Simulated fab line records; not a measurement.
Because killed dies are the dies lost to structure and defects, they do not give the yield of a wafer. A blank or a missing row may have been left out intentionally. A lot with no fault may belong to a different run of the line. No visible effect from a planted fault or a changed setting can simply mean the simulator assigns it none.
fab line records -- flow sky130
record: lots: 7, wafers: 21, last_day: 50
route steps=708 shown SONOS_TUNNEL@156 SONOS_ONO@168 PAD_OPEN@708
lots with no fault: from the same line, run without faults
start_h: start of the lot's first displayed wafer, in hours after the record's first day -- wait_h: how many hours have passed since the lot's step before this one -- " repeats the value in the row above -- L1.1+2: a row that stands for several wafers -- - either no value or no given start -- * or withheld: withheld -- < > ~ a bound
route shown NAME@n: a module of which the file shows steps, and the number in the route of the first -- usual: the fault-free wafers' mean and standard deviation -- same: alike in all rows -- chamber/n: place in a boat -- sites: readings site by site -- _std_site: how widely they spread, as a standard deviation -- _edge_site: mean of outer sites minus mean of inner sites -- radius_mm: for every site, how far away it sits from the centre of the wafer -- mask NAME#n: copy n -- behind: the tool/chamber that last shaped the wafer -- hold: why the lot went on hold/how many hours it stayed there/how the hold came to an end -- device: which transistor (n, p or np) failed to switch -- end of line: tests run on the same wafers once the route is complete -- a step without rows: its recipe alone -- killed: count of dies lost to structure and defects at first sort (not the wafer's yield) -- map: a wafer's dies, marking killed ones x, the rest . and places with no die _
set.NAME: the setting the step ran with; set.NAME@STEP: the setting that earlier step ran with -- model.NAME: the simulator's own value behind a step, which no gauge read
certain route steps with their lots: each step a table, each wafer a row
services: from which hour (start_h, from the record's first day; less than 0 if before it) a tool's chamber was out of use, for how many hours, and why
== steps ==
step: SKY_SONOS_TUNNEL_COAT_02
recipe: resist: NOVOLAK, spin_rpm: 3000, resist_thk_nm: 1140
step: SKY_SONOS_TUNNEL_SOFTBAKE_03
recipe: temp_c: 90, time_s: 60, resist: NOVOLAK
step: SKY_SONOS_TUNNEL_EXPOSE_04
recipe: mask_id: TUNM, na: 0.6, source_shape: conventional, sigma_outer: 0.6, polarization: unpolarized, target_cd_nm: 410, dose_mj: 136
step: SKY_SONOS_TUNNEL_PEB_05
recipe: temp_c: withheld, time_s: *, resist: NOVOLAK
step: SKY_SONOS_TUNNEL_DEVELOP_06
recipe: resist: NOVOLAK, developer: TMAH, develop_time_s: 60, dev_temp_c: 23
step: SKY_SONOS_TUNNEL_CD_MEAS_07
recipe: target_cd_nm: 410
usual: cd_nm: 410.2/2.3
lot.wafer,tool,chamber,start_h,wait_h,cd_nm
L864.1,cd_sem-02,-,305.15,0.1,407.5
L864.2,cd_sem-02,-,305.15,0.1,410.4
L864.5,cd_sem-02,-,305.15,0.1,405.8
L865.3,cd_sem-02,-,317.69,0.1,414.4
L865.4,cd_sem-02,-,317.69,0.1,414.7
L865.6,cd_sem-02,-,317.69,0.1,414.0
L868.1,cd_sem-01,-,336.36,0.1,411.3
L868.4,cd_sem-01,-,336.36,0.1,412.9
L868.5,cd_sem-01,-,336.36,0.1,410.3
L869.1,cd_sem-02,-,345.17,0.1,405.7
L869.3,cd_sem-02,-,345.17,0.1,411.4
L869.5,cd_sem-02,-,345.17,0.1,408.0
L875.2,cd_sem-02,-,402.44,0.1,410.6
L875.5,cd_sem-02,-,402.44,0.1,409.8
L875.6,cd_sem-02,-,402.44,0.1,411.2
L877.1,cd_sem-01,-,414.85,0.1,410.9
L877.4,cd_sem-01,-,414.85,0.1,408.3
L877.5,cd_sem-01,-,414.85,0.1,408.3
L880.3,cd_sem-01,-,443.06,0.1,409.0
L880.4,cd_sem-01,-,443.06,0.1,409.9
L880.5,cd_sem-01,-,443.06,0.1,411.7
step: SKY_SONOS_TUNNEL_OVL_MEAS_08
usual: SONOS_TUNNEL_OVL: 0.5/1.1
lot.wafer,tool,chamber,start_h,wait_h,SONOS_TUNNEL_OVL[nm]
L864.1,overlay-02,-,305.27,0.1,-1.1
L864.2,overlay-02,-,305.27,0.1,-1.4
L864.5,overlay-02,-,305.27,0.1,0.8
L865.3,overlay-01,-,317.78,0.1,-0.7
L865.4,overlay-01,-,317.78,0.1,0.7
L865.6,overlay-01,-,317.78,0.1,-0.7
L868.1,overlay-02,-,336.48,0.1,1.8
L868.4,overlay-02,-,336.48,0.1,0.6
L868.5,overlay-02,-,336.48,0.1,1.1
L869.1,overlay-02,-,345.29,0.1,0.0
L869.3,overlay-02,-,345.29,0.1,0.7
L869.5,overlay-02,-,345.29,0.1,-0.2
L875.2,overlay-02,-,402.54,0.1,0.3
L875.5,overlay-02,-,402.54,0.1,0.4
L875.6,overlay-02,-,402.54,0.1,2.3
L877.1,overlay-01,-,414.97,0.1,1.8
L877.4,overlay-01,-,414.97,0.1,2.6
L877.5,overlay-01,-,414.97,0.1,0.4
L880.3,overlay-01,-,443.15,0.1,1.8
L880.4,overlay-01,-,443.15,0.1,-0.1
L880.5,overlay-01,-,443.15,0.1,0.7
step: SKY_SONOS_TUNNEL_IMPLANT_09
recipe: species: B, energy_kev: 20, dose_cm2: 1e+12, tilt_deg: withheld
step: SKY_SONOS_TUNNEL_WET_ETCH_10
recipe: chemistry: dHF, target_depth_nm: 14, target: SiO2, dilution: 100:1, temp_c: 25, time_s: 280
step: SKY_SONOS_TUNNEL_STRIP_11
recipe: chemistry: SPM, time_s: 600, temp_c: 130
step: SKY_SONOS_TUNNEL_TW_MEAS_12
usual: SONOS_TUNNEL_TW: 199/3
lot.wafer,tool,chamber,start_h,wait_h,SONOS_TUNNEL_TW
L864.1,film_metro-01,-,305.72,0.0,195
L864.2,film_metro-01,-,305.72,0.0,194
L864.5,film_metro-01,-,305.72,0.0,194
L865.3,film_metro-04,-,318.32,0.0,202
L865.4,film_metro-04,-,318.32,0.0,201
L865.6,film_metro-04,-,318.32,0.0,200
L868.1,film_metro-01,-,336.93,0.0,195
L868.4,film_metro-01,-,336.93,0.0,196
L868.5,film_metro-01,-,336.93,0.0,195
L869.1,film_metro-03,-,345.73,0.0,198
L869.3,film_metro-03,-,345.73,0.0,196
L869.5,film_metro-03,-,345.73,0.0,198
L875.2,film_metro-03,-,402.99,0.0,199
L875.5,film_metro-03,-,402.99,0.0,201
L875.6,film_metro-03,-,402.99,0.0,199
L877.1,film_metro-01,-,415.42,0.0,195
L877.4,film_metro-01,-,415.42,0.0,195
L877.5,film_metro-01,-,415.42,0.0,194
L880.3,film_metro-03,-,443.62,0.0,200
L880.4,film_metro-03,-,443.62,0.0,200
L880.5,film_metro-03,-,443.62,0.0,199
step: SKY_SONOS_TUNNEL_CLEAN_13
recipe: chemistry: dHF, time_s: 20, dilution: 100:1, dry: ipa_marangoni
step: SKY_SONOS_ONO_OXIDATION_00
recipe: temp_c: 800, ambient: O2, idle_temp_c: 700, ramp_up_c_per_min: 10, ramp_down_c_per_min: 3, stabilise_s: 600, purge_s: 300, target_thk_a: 26, ox_time_s: 1249
usual: spike_tc_lower_C: 800.9/1.1, spike_tc_upper_C: 800.2/1.1, tube_center_temp_C: 800/0.079, tube_center_temp_C_max: 802.0/0.33, zone_power_top_pct: 27.8/0.52
lot.wafer,tool,chamber,start_h,wait_h,spike_tc_lower_C,spike_tc_upper_C,tube_center_temp_C,tube_center_temp_C_max,zone_power_top_pct,model.SiO2_of_SONOS_ONO_OXIDATION_00.thk_nm
L864.1,furnace-01,0,307.56,1.8,807.9,806.0,804.88,806.8,28.5,2.638
L864.2,furnace-01,0,307.56,1.8,806.4,804.8,804.95,806.9,28.4,2.667
L864.5,furnace-01,0,307.56,1.8,806.3,805.1,804.82,806.6,28.6,2.648
L865.3,furnace-01,0,318.47,0.1,805.9,806.7,805.02,807.4,29.0,2.766
L865.4,furnace-01,0,318.47,0.1,807.8,805.9,804.97,807.1,28.7,2.753
L865.6,furnace-01,0,318.47,0.1,805.9,804.7,804.83,806.8,28.5,2.761
L868.1,furnace-01,0,338.09,1.1,806.6,805.4,805.03,807.9,29.2,2.736
L868.4,furnace-01,0,338.09,1.1,805.0,804.0,804.95,806.6,28.9,2.723
L868.5,furnace-01,0,338.09,1.1,805.0,804.4,804.88,806.4,28.8,2.766
L869.1,furnace-02,0,346.88,1.1,799.4,802.4,799.97,801.7,27.8,2.634
L869.3,furnace-02,0,346.88,1.1,800.0,800.2,800,802.5,27.9,2.643
L869.5,furnace-02,0,346.88,1.1,802.4,801.0,799.93,802.3,28.0,2.608
L875.2,furnace-02,0,403.06,0.0,801.3,797.3,799.95,802.1,28.0,2.581
L875.5,furnace-02,0,403.06,0.0,800.5,800.4,800.09,802.0,27.3,2.561
L875.6,furnace-02,0,403.06,0.0,800.8,799.7,800.11,802.0,27.6,2.584
L877.1,furnace-02,0,418.37,2.9,800.0,801.3,800.06,802.3,27.6,2.529
L877.4,furnace-02,0,418.37,2.9,798.4,798.6,800.05,801.8,27.4,2.541
L877.5,furnace-02,0,418.37,2.9,800.7,800.2,799.95,802.2,27.1,2.554
L880.3,furnace-01,0,444.62,0.9,801.2,799.8,800.16,802.5,28.3,2.562
L880.4,furnace-01,0,444.62,0.9,802.1,803.2,800,801.6,28.3,2.553
L880.5,furnace-01,0,444.62,0.9,799.2,800.4,800.01,802.5,28.3,2.555
step: SKY_SONOS_ONO_THK_MEAS_01
recipe: reads: SiO2_of_SONOS_ONO_OXIDATION_00
usual: SONOS_ONO_OXIDATION_THK: 2.57/0.056
lot.wafer,tool,chamber,start_h,wait_h,SONOS_ONO_OXIDATION_THK[nm]
L864.1,film_metro-01,-,308.91,0.0,2.62
L864.2,film_metro-01,-,308.91,0.0,2.70
L864.5,film_metro-01,-,308.91,0.0,2.65
L865.3,film_metro-02,-,319.83,0.0,2.73
L865.4,film_metro-02,-,319.83,0.0,2.79
L865.6,film_metro-02,-,319.83,0.0,2.78
L868.1,film_metro-03,-,339.43,0.0,2.70
L868.4,film_metro-03,-,339.43,0.0,2.69
L868.5,film_metro-03,-,339.43,0.0,2.74
L869.1,film_metro-01,-,348.23,0.0,2.62
L869.3,film_metro-01,-,348.23,0.0,2.62
L869.5,film_metro-01,-,348.23,0.0,2.63
L875.2,film_metro-03,-,404.42,0.0,2.63
L875.5,film_metro-03,-,404.42,0.0,2.55
L875.6,film_metro-03,-,404.42,0.0,2.59
L877.1,film_metro-02,-,419.72,0.0,2.55
L877.4,film_metro-02,-,419.72,0.0,2.50
L877.5,film_metro-02,-,419.72,0.0,2.53
L880.3,film_metro-03,-,445.99,0.0,2.57
L880.4,film_metro-03,-,445.99,0.0,2.54
L880.5,film_metro-03,-,445.99,0.0,2.48
step: SKY_SONOS_ONO_CVD_02
recipe: material: Si3N4, precursor: DCS/NH3, target_thk_nm: 10.5, temp_c: 770, time_s: 180, pressure_mtorr: 250
step: SKY_PAD_OPEN_PROBE_99
usual: killed_at_M0_to_M3: 45/7.5, killed_at_M4_up: 2.8/1.9, killed_at_contacts: 25/5.5, killed_at_front_end: 14/4, killed_at_other: 0.3/0.75, killed_dies: 87/9.4, killed_open: 47/6.6, killed_short: 39/6.6
same: gross_dies: 492, killed_at_back_side: 0
lot.wafer,tool,chamber,start_h,wait_h,killed_at_M0_to_M3,killed_at_M4_up,killed_at_contacts,killed_at_front_end,killed_at_other,killed_dies,killed_open,killed_short,model.etest.sonos_erased.vt_v,model.etest.sonos_baked.vt_less_v
L864.1,prober-01,-,1122.16,0.1,38,2,29,18,0,87,43,43,-2.245,-0.4197
L864.2,prober-01,-,1122.21,0.1,33,2,10,16,0,61,36,25,-2.15,-0.4539
L864.5,prober-01,-,1122.36,0.2,49,1,28,13,0,91,46,45,-2.224,-0.4618
L865.3,prober-02,-,1133.53,0.2,44,6,25,15,0,90,47,43,-2.095,-0.4274
L865.4,prober-02,-,1133.58,0.2,47,3,23,19,1,93,48,45,-2.112,-0.3963
L865.6,prober-02,-,1133.68,0.2,43,1,23,15,0,82,48,34,-2.065,-0.4587
L868.1,prober-01,-,1142.26,0.1,42,8,34,14,0,98,48,50,-2.06,-0.3871
L868.4,prober-01,-,1142.41,0.2,50,1,17,13,0,81,49,32,-2.076,-0.4274
L868.5,prober-01,-,1142.46,0.2,48,4,22,13,0,87,50,37,-1.986,-0.4462
L869.1,prober-02,-,1160.32,0.1,60,3,23,12,1,99,62,37,-2.18,-0.4987
L869.3,prober-02,-,1160.42,0.2,39,3,26,13,1,82,45,37,-2.246,-0.4761
L869.5,prober-02,-,1160.52,0.2,69,1,15,11,0,96,58,38,-2.212,-0.4374
L875.2,prober-01,-,1184.93,0.1,33,2,27,22,1,85,55,30,-2.243,-0.4877
L875.5,prober-01,-,1185.08,0.2,41,2,21,16,0,80,49,31,-2.245,-0.5243
L875.6,prober-01,-,1185.13,0.2,46,3,20,15,0,84,38,46,-2.269,-0.5517
L877.1,prober-02,-,1196.17,0.1,46,2,29,16,0,93,41,52,-2.377,-0.5874
L877.4,prober-02,-,1196.32,0.2,48,0,28,12,0,88,57,31,-2.36,-0.5257
L877.5,prober-02,-,1196.37,0.2,43,4,31,12,1,91,46,45,-2.396,-0.579
L880.3,prober-02,-,1207.61,0.2,31,1,32,10,0,74,40,34,-2.185,-0.4583
L880.4,prober-02,-,1207.66,0.2,44,4,27,20,1,96,47,49,-2.172,-0.4537
L880.5,prober-02,-,1207.71,0.2,46,3,22,20,1,92,49,43,-2.283,-0.479
killed by level:class
L864.1 CONTACT:geometric_particle:open=10 METAL1:geometric_particle:short=8 LI_CONTACT:geometric_particle:open=7 CONTACT:geometric_particle:short=6 VIA1:geometric_particle:open=6 FIELD_ISO:geometric_particle:short=4 FIELD_ISO:geometric_particle:open=4 POLY_GATE:geometric_particle:open=4
L864.2 VIA1:geometric_particle:open=9 FIELD_ISO:geometric_particle:short=6 FIELD_ISO:geometric_particle:open=5 LI_CONTACT:geometric_particle:open=5 VIA2:geometric_particle:short=5 VIA2:geometric_particle:open=5 CONTACT:geometric_particle:open=3 METAL3:geometric_particle:short=3
L864.5 VIA1:geometric_particle:open=11 CONTACT:geometric_particle:open=10 METAL2:geometric_particle:short=7 VIA2:geometric_particle:open=7 METAL1:geometric_particle:short=7 CONTACT:geometric_particle:short=6 VIA3:geometric_particle:open=5 LI_CONTACT:geometric_particle:short=4
L865.3 VIA1:geometric_particle:open=13 CONTACT:geometric_particle:open=10 VIA3:geometric_particle:open=9 CONTACT:geometric_particle:short=6 LOCAL_INTERCONNECT:geometric_particle:short=5 METAL2:geometric_particle:short=5 METAL1:geometric_particle:short=4 VIA1:geometric_particle:short=4
L865.4 VIA1:geometric_particle:open=10 LI_CONTACT:geometric_particle:open=9 METAL1:geometric_particle:short=9 POLY_GATE:geometric_particle:short=7 CONTACT:geometric_particle:open=6 VIA3:geometric_particle:open=6 METAL2:geometric_particle:short=6 VIA2:geometric_particle:open=5
L865.6 VIA1:geometric_particle:open=10 CONTACT:geometric_particle:open=8 LI_CONTACT:geometric_particle:open=7 VIA2:geometric_particle:open=7 METAL2:geometric_particle:short=7 VIA1:geometric_particle:short=6 POLY_GATE:geometric_particle:open=5 FIELD_ISO:geometric_particle:open=4
L868.1 CONTACT:geometric_particle:open=15 VIA1:geometric_particle:open=9 CONTACT:geometric_particle:short=8 VIA3:geometric_particle:open=7 LOCAL_INTERCONNECT:geometric_particle:short=6 METAL4:geometric_particle:short=6 FIELD_ISO:geometric_particle:short=5 METAL1:geometric_particle:short=5
L868.4 VIA1:geometric_particle:open=12 VIA3:geometric_particle:open=11 CONTACT:geometric_particle:open=8 VIA1:geometric_particle:short=7 METAL1:geometric_particle:short=6 POLY_GATE:geometric_particle:open=4 LI_CONTACT:geometric_particle:open=4 CONTACT:geometric_particle:short=4
L868.5 VIA2:geometric_particle:open=10 CONTACT:geometric_particle:open=9 VIA1:geometric_particle:open=9 VIA1:geometric_particle:short=6 VIA3:geometric_particle:short=6 VIA3:geometric_particle:open=6 CONTACT:geometric_particle:short=5 POLY_GATE:geometric_particle:open=4
L869.1 VIA1:geometric_particle:open=16 VIA3:geometric_particle:open=13 VIA2:geometric_particle:open=8 LI_CONTACT:geometric_particle:open=7 CONTACT:geometric_particle:open=6 POLY_GATE:geometric_particle:short=5 VIA2:geometric_particle:short=5 LOCAL_INTERCONNECT:geometric_particle:short=4
L869.3 VIA2:geometric_particle:open=9 CONTACT:geometric_particle:open=9 LI_CONTACT:geometric_particle:open=6 METAL1:geometric_particle:short=6 CONTACT:geometric_particle:short=5 VIA3:geometric_particle:open=5 METAL2:geometric_particle:short=5 VIA1:geometric_particle:open=4
L869.5 VIA1:geometric_particle:open=19 VIA2:geometric_particle:open=12 VIA3:geometric_particle:open=8 METAL2:geometric_particle:short=8 LI_CONTACT:geometric_particle:open=6 LOCAL_INTERCONNECT:geometric_particle:short=5 VIA2:geometric_particle:short=5 POLY_GATE:geometric_particle:short=4
L875.2 CONTACT:geometric_particle:open=17 FIELD_ISO:geometric_particle:open=9 VIA3:geometric_particle:open=8 VIA1:geometric_particle:open=8 LOCAL_INTERCONNECT:geometric_particle:short=4 METAL1:geometric_particle:short=4 VIA1:geometric_particle:short=4 POLY_GATE:geometric_particle:open=3
L875.5 CONTACT:geometric_particle:open=8 VIA1:geometric_particle:open=7 VIA2:geometric_particle:open=7 VIA3:geometric_particle:open=7 LI_CONTACT:geometric_particle:open=6 VIA1:geometric_particle:short=6 METAL2:geometric_particle:short=6 POLY_GATE:geometric_particle:open=4
L875.6 VIA1:geometric_particle:open=9 VIA3:geometric_particle:short=8 CONTACT:geometric_particle:open=7 METAL1:geometric_particle:short=7 VIA1:geometric_particle:short=6 VIA3:geometric_particle:open=5 FIELD_ISO:geometric_particle:open=4 POLY_GATE:geometric_particle:short=4
L877.1 CONTACT:geometric_particle:open=13 METAL2:geometric_particle:short=9 VIA1:geometric_particle:open=7 VIA2:geometric_particle:short=7 CONTACT:geometric_particle:short=6 POLY_GATE:geometric_particle:short=5 VIA3:geometric_particle:open=5 POLY_GATE:geometric_particle:open=4
L877.4 CONTACT:geometric_particle:open=15 VIA1:geometric_particle:open=11 VIA3:geometric_particle:open=10 METAL1:geometric_particle:short=8 LI_CONTACT:geometric_particle:open=6 VIA2:geometric_particle:open=6 VIA1:geometric_particle:short=4 POLY_GATE:geometric_particle:open=3
L877.5 CONTACT:geometric_particle:open=12 VIA1:geometric_particle:open=8 VIA3:geometric_particle:open=8 LI_CONTACT:geometric_particle:open=7 VIA1:geometric_particle:short=7 LOCAL_INTERCONNECT:geometric_particle:short=5 VIA2:geometric_particle:short=5 POLY_GATE:geometric_particle:short=4
L880.3 CONTACT:geometric_particle:open=11 LI_CONTACT:geometric_particle:open=10 LOCAL_INTERCONNECT:geometric_particle:short=6 VIA1:geometric_particle:open=6 VIA1:geometric_particle:short=5 METAL1:geometric_particle:short=4 VIA2:geometric_particle:open=4 VIA3:geometric_particle:open=4
L880.4 CONTACT:geometric_particle:open=10 VIA1:geometric_particle:open=9 VIA3:geometric_particle:open=9 CONTACT:geometric_particle:short=7 FIELD_ISO:geometric_particle:short=6 POLY_GATE:geometric_particle:open=6 METAL1:geometric_particle:short=6 VIA1:geometric_particle:short=5
L880.5 VIA1:geometric_particle:open=18 LOCAL_INTERCONNECT:geometric_particle:short=7 METAL1:geometric_particle:short=6 POLY_GATE:geometric_particle:open=5 CONTACT:geometric_particle:open=5 FIELD_ISO:geometric_particle:short=4 FIELD_ISO:geometric_particle:open=4 LI_CONTACT:geometric_particle:short=4
== services ==
tool,chamber,start_h,hours,kind
furnace-02,-,375.52,3.0,pm
furnace-01,-,409.29,3.5,pm
== key ==
first_sign: step: SKY_SONOS_ONO_OXIDATION_00, reading: tube_center_temp_C, direction: up, sigmas: 62, usual: *, struck: *
effect: step: SKY_SONOS_ONO_OXIDATION_00, reading: tube_center_temp_C_max, direction: up, sigmas: 15, usual: *, struck: *
effect: step: SKY_SONOS_ONO_THK_MEAS_01, reading: SONOS_ONO_OXIDATION_THK, direction: up, sigmas: 2.6, usual: 2.57, struck: 2.71
model_effect: step: SKY_SONOS_ONO_OXIDATION_00, value: SiO2_of_SONOS_ONO_OXIDATION_00.thk_nm, without: 2.528, struck: 2.718
model_effect: step: SKY_PAD_OPEN_PROBE_99, value: etest.sonos_erased.vt_v, without: -2.27, struck: -2.113
met_at SKY_SONOS_ONO_OXIDATION_00
struck_wafers L864.1,L864.2,L864.5,L865.3,L865.4,L865.6,L868.1,L868.4,L868.5
tester_left_out L864,L865,L868
fault: kind: process_parameter_drift, tool: furnace-01, chamber: -, onset_h: 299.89, steps: SKY_SONOS_ONO_OXIDATION_00, channel: temp_c, offset: *, shape: step, end_h: 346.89, acts_in: *, stated: *
tester_left_out: of these lots the tester's yield and bins aren't shown, on N5 and GAA mostly nor the transistor test; their killed dies are dies lost to structure and defects alone, not to doping, threshold or leakage, so they don't give the yield
